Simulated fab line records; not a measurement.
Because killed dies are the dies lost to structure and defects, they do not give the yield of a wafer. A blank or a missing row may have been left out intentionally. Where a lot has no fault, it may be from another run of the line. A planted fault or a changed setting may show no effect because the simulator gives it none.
Which tool did it? :: flow gf180mcu :: 14 lots with 42 wafers sampled at 4 steps, on a route of 602 steps

## WHAT EACH GAUGE READ, for each wafer
GF_MIM_THK_MEAS_11: measures by xrf.
lot: L663
measured: day 24 16:27
on: film-metro-02
MIM_ALCU_THK (nm): 197.2 197.2 199.7

lot: L665
measured: day 25 03:48
on: film-metro-04
MIM_ALCU_THK (nm): 198.1 200.2 200.2

lot: L667
measured: day 25 22:13
on: film-metro-01
MIM_ALCU_THK (nm): 196.5 198.9 195.9

lot: L668
measured: day 26 05:02
on: film-metro-01
MIM_ALCU_THK (nm): 196.1 198.1 196.9

lot: L669
measured: day 26 10:35
on: film-metro-04
MIM_ALCU_THK (nm): 204.6 201.6 204.2

lot: L670
measured: day 26 23:53
on: film-metro-01
MIM_ALCU_THK (nm): 194.3 196.8 195.7

lot: L679
measured: day 29 15:00
on: film-metro-01
MIM_ALCU_THK (nm): 197.6 198.5 199.1

lot: L680
measured: day 29 23:02
on: film-metro-04
MIM_ALCU_THK (nm): 203.1 201.5 202.2

lot: L681
measured: day 30 05:04
on: film-metro-02
MIM_ALCU_THK (nm): 201.3 197.2 199.2

lot: L682
measured: day 30 09:28
on: film-metro-04
MIM_ALCU_THK (nm): 196.7 197.1 196.7

lot: L683
measured: day 30 21:43
on: film-metro-01
MIM_ALCU_THK (nm): 201.9 200.0 200.9

lot: L684
measured: day 31 01:59
on: film-metro-01
MIM_ALCU_THK (nm): 194.4 198.7 195.8

lot: L685
measured: day 31 12:17
on: film-metro-04
MIM_ALCU_THK (nm): 199.7 200.5 199.3

lot: L686
measured: day 31 18:50
on: film-metro-01
MIM_ALCU_THK (nm): 195.4 197.4 197.0

GF_V5_OVL_MEAS_15.
lot: L663
measured: day 27 08:56
on: overlay-01
V5_OVL (nm): -8 -7 -12

lot: L665
measured: day 27 20:07
on: overlay-02
V5_OVL (nm): 5 -4 -3

lot: L667
measured: day 28 13:44
on: overlay-01
V5_OVL (nm): -12 0 -4

lot: L668
measured: day 28 19:01
on: overlay-02
V5_OVL (nm): 0 10 -3

lot: L679
measured: day 31 22:47
on: overlay-02
V5_OVL (nm): -4 -4 -6

lot: L680
measured: day 32 05:50
on: overlay-02
V5_OVL (nm): -11 -14 -12

lot: L681
measured: day 32 14:39
on: overlay-01
V5_OVL (nm): 1 -3 1

lot: L682
measured: day 32 15:53
on: overlay-02
V5_OVL (nm): -11 -6 -2

lot: L683
measured: day 33 00:58
on: overlay-01
V5_OVL (nm): -7 -11 -13

lot: L684
measured: day 33 05:18
on: overlay-01
V5_OVL (nm): 4 0 -9

lot: L685
measured: day 33 14:18
on: overlay-01
V5_OVL (nm): 0 -5 4

lot: L686
measured: day 33 19:29
on: overlay-02
V5_OVL (nm): -11 -10 -12

## TOOL THAT RAN EACH LOT (tool first, then ch and the chambers of the sampled wafers, then the start)
lot: L663
GF_MIM_SPUTTER_01: pvd-sputter-03, day 24 16:01
GF_M5_PEB_05: litho-track-03 ch 0, day 26 10:34

lot: L665
GF_MIM_SPUTTER_01: pvd-sputter-03, day 25 03:21
GF_M5_PEB_05: litho-track-01 ch 0, day 26 21:43

lot: L667
GF_MIM_SPUTTER_01: pvd-sputter-03, day 25 21:47
GF_M5_PEB_05: litho-track-01 ch 0, day 27 16:11

lot: L668
GF_MIM_SPUTTER_01: pvd-sputter-04, day 26 04:35
GF_M5_PEB_05: litho-track-04 ch 0, day 27 22:23

lot: L669
GF_MIM_SPUTTER_01: pvd-sputter-04, day 26 10:08
GF_M5_PEB_05: litho-track-01, day 28 03:01

lot: L670
GF_MIM_SPUTTER_01: pvd-sputter-03, day 26 23:26
GF_M5_PEB_05: litho-track-04, day 28 15:26

lot: L679
GF_MIM_SPUTTER_01: pvd-sputter-01, day 29 14:34
GF_M5_PEB_05: litho-track-03 ch 0, day 31 03:16

lot: L680
GF_MIM_SPUTTER_01: pvd-sputter-01, day 29 22:36
GF_M5_PEB_05: litho-track-03 ch 0, day 31 10:25

lot: L681
GF_MIM_SPUTTER_01: pvd-sputter-04, day 30 04:37
GF_M5_PEB_05: litho-track-03 ch 0, day 31 20:22

lot: L682
GF_MIM_SPUTTER_01: pvd-sputter-01, day 30 09:01
GF_M5_PEB_05: litho-track-01 ch 0, day 31 20:53

lot: L683
GF_MIM_SPUTTER_01: pvd-sputter-01, day 30 21:17
GF_M5_PEB_05: litho-track-01 ch 0, day 32 07:32

lot: L684
GF_MIM_SPUTTER_01: pvd-sputter-03, day 31 01:32
GF_M5_PEB_05: litho-track-04 ch 0, day 32 12:16

lot: L685
GF_MIM_SPUTTER_01: pvd-sputter-03, day 31 11:50
GF_M5_PEB_05: litho-track-01 ch 0, day 32 21:40

lot: L686
GF_MIM_SPUTTER_01: pvd-sputter-01, day 31 18:23
GF_M5_PEB_05: litho-track-03 ch 0, day 33 02:28
- GF_MIM_SPUTTER_01: material TiN, target thk 30 nm, time 25 s.
- GF_M5_PEB_05: peb time 90 s.

## WHAT THE TOOLS THEMSELVES READ (means of the sampled wafers that have a number; where no wafer has one, the mark that the record gives instead)
GF_MIM_SPUTTER_01.
lot: L663
tool: pvd-sputter-03
throttle-valve-pct (%): 30.6

lot: L665
tool: pvd-sputter-03
throttle-valve-pct (%): 29.8

lot: L667
tool: pvd-sputter-03
throttle-valve-pct (%): 29.8

lot: L668
tool: pvd-sputter-04
throttle-valve-pct (%): 30.4

lot: L669
tool: pvd-sputter-04
throttle-valve-pct (%): 29.8

lot: L670
tool: pvd-sputter-03
throttle-valve-pct (%): 31.1

lot: L679
tool: pvd-sputter-01
throttle-valve-pct (%): 30.3

lot: L680
tool: pvd-sputter-01
throttle-valve-pct (%): 29.6

lot: L681
tool: pvd-sputter-04
throttle-valve-pct (%): 29.1

lot: L682
tool: pvd-sputter-01
throttle-valve-pct (%): 29.6

lot: L683
tool: pvd-sputter-01
throttle-valve-pct (%): 29.8

lot: L684
tool: pvd-sputter-03
throttle-valve-pct (%): 31.2

lot: L685
tool: pvd-sputter-03
throttle-valve-pct (%): 30.1

lot: L686
tool: pvd-sputter-01
throttle-valve-pct (%): 29.7

GF_M5_PEB_05.
lot: L663
tool: litho-track-03
chill-plate-temp-C (C): 23.04
exhaust-pa (Pa): 44.4

lot: L665
tool: litho-track-01
chill-plate-temp-C (C): 23.10
exhaust-pa (Pa): 45.4

lot: L667
tool: litho-track-01
chill-plate-temp-C (C): 23.01
exhaust-pa (Pa): 44.8

lot: L668
tool: litho-track-04
chill-plate-temp-C (C): 22.93
exhaust-pa (Pa): 45.4

lot: L669
tool: litho-track-01
chill-plate-temp-C (C): -
exhaust-pa (Pa): -

lot: L670
tool: litho-track-04
chill-plate-temp-C (C): -
exhaust-pa (Pa): -

lot: L679
tool: litho-track-03
chill-plate-temp-C (C): 23.05
exhaust-pa (Pa): 44.5

lot: L680
tool: litho-track-03
chill-plate-temp-C (C): 22.88
exhaust-pa (Pa): 44.9

lot: L681
tool: litho-track-03
chill-plate-temp-C (C): 23.19
exhaust-pa (Pa): 44.6

lot: L682
tool: litho-track-01
chill-plate-temp-C (C): 23.16
exhaust-pa (Pa): 44.3

lot: L683
tool: litho-track-01
chill-plate-temp-C (C): 23.00
exhaust-pa (Pa): 45.4

lot: L684
tool: litho-track-04
chill-plate-temp-C (C): 22.92
exhaust-pa (Pa): 44.7

lot: L685
tool: litho-track-01
chill-plate-temp-C (C): 23.05
exhaust-pa (Pa): 45.0

lot: L686
tool: litho-track-03
chill-plate-temp-C (C): 23.10
exhaust-pa (Pa): 47.0

## THE ANSWER, worked out from the rows above alone
Rule: the lots themselves supply what counts as usual. The widest of any qualifying gaps counts: lots, ordered by their means at a reading, are off when they make up no more than a third of the lots, leave a main group of 4 or more, and stand apart from it by 3 or more times the standard deviation of that group's means. If all means in a main group match to the digits the tables above print for the reading, that group is not used. Also off: a lot with no number at a reading for which 4 or more lots have one. All remaining lots with rows at the step are treated as sound. After the gauges, taken in route order, come the tools' own readings; for these a lot's mean is taken, as printed above. At the first step where some lot is off, the reading lying furthest off is the one used; lots without a number count as furthest.
Off: L669, L670 (GF_M5_PEB_05, chill-plate-temp-C). Without a number there: L669, L670. The main group has a mean of 23.04 C with a standard deviation of 0.091.
A tool fits if, at that step or a process step before it, it ran every lot that is off, and no sound lot after the first of them. Not one of the candidates tried fits.

## WHAT WAS PUT IN BY THE SIMULATOR
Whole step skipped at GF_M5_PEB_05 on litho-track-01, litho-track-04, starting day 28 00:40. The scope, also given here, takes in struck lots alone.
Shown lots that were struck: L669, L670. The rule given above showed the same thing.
